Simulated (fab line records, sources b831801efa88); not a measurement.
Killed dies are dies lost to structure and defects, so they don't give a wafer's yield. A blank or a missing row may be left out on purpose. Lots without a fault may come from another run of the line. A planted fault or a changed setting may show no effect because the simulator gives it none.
A struck lot beside a sound one | flow sky130 | 19 steps out of a route of 708
Sound: wafers L700.2, L700.3, L700.6. Struck: wafers L712.2, L712.3, L712.6. The cause comes at the end.
At each step with rows: each side's tool, then ch and its chambers, then its first start. Under that, the readings that differ: sound wafers | struck wafers | difference of the means | sigmas: that difference in standard deviations of wafers without a fault.
alike: readings whose means differ by less than 2 such deviations, and words and numbers that are the same on both sides. not compared: withheld readings, readings that some wafer has no value for, bounds like >300 that may hide the same value, and numbers for which the record gives no deviation and whose values overlap.
The two part at a step that has a row with sigmas, a row that says differs or no value, or rows on one side only. Numbers that don't overlap but have no deviation are shown without sigmas and don't part them. A reading that every wafer of one side lacks parts them only if that side has two wafers or more.

SKY_POLY_GATE_CD_MEAS_22:
  sound on cd_sem-01, day 17 20:19; struck on cd_sem-01, day 22 07:23
  reading    | sound             | struck            | difference | sigmas
  cd_nm (nm) | 153.8 151.7 152.4 | 146.7 144.0 145.4 | -7.3       | -3
then, 7 steps without rows for these wafers: SKY_LDD_N_DEHYDRATE_00 (time 60 s); SKY_LDD_N_HMDS_01 (prime time 60 s); SKY_LDD_N_COAT_02 (resist thk 300 nm); SKY_LDD_N_SOFTBAKE_03 (time 60 s); SKY_LDD_N_EXPOSE_04 (exposes mask NTM, target cd 840 nm); SKY_LDD_N_PEB_05; SKY_LDD_N_DEVELOP_06 (develop time 60 s).
SKY_LDD_N_OVL_MEAS_07:
  sound on overlay-02, day 19 01:48; struck on overlay-02, day 23 13:18
  alike: LDD_N_OVL
then, 3 steps without rows for these wafers: SKY_LDD_N_IMPLANT_08; SKY_LDD_N_IMPLANT_09; SKY_LDD_N_IMPLANT_10.
SKY_LDD_N_IMPLANT_11:
  sound on implanter-02 ch 0, day 19 02:19; struck on implanter-01, day 23 13:49
  no value came back on the struck wafers for beam_energy_keV, beam_on_s (s); on the sound wafers beam_energy_keV reads 19.998 19.996 19.999
then, 4 steps without rows for these wafers: SKY_LDD_N_IMPLANT_12; SKY_LDD_N_IMPLANT_13; SKY_LDD_N_IMPLANT_14; SKY_LDD_N_IMPLANT_15.
SKY_LDD_N_STRIP_16: strips in O2/N2.
  sound on plasma_asher-01 ch 0,1, day 19 03:02; struck on plasma_asher-04 ch 0,1, day 23 14:32
  reading                      | sound             | struck            | difference | sigmas
  strip_time_to_endpoint_s (s) | 4.330 4.307 4.331 | 4.131 4.117 4.127 | -0.198     | -13
  alike: drypump_motor_current_A, oes_product_au
  not compared: rf_hours_counter_h
SKY_LDD_N_TW_MEAS_17:
  sound on film_metro-03, day 19 03:08; struck on film_metro-03, day 23 14:38
  reading  | sound          | struck         | difference | sigmas
  LDD_N_TW | 2587 2602 2599 | 2466 2448 2447 | -142       | -5

WHERE THEY PART
First at SKY_POLY_GATE_CD_MEAS_22; last, within this record, at SKY_LDD_N_TW_MEAS_17.

WHY: what the simulator had put in
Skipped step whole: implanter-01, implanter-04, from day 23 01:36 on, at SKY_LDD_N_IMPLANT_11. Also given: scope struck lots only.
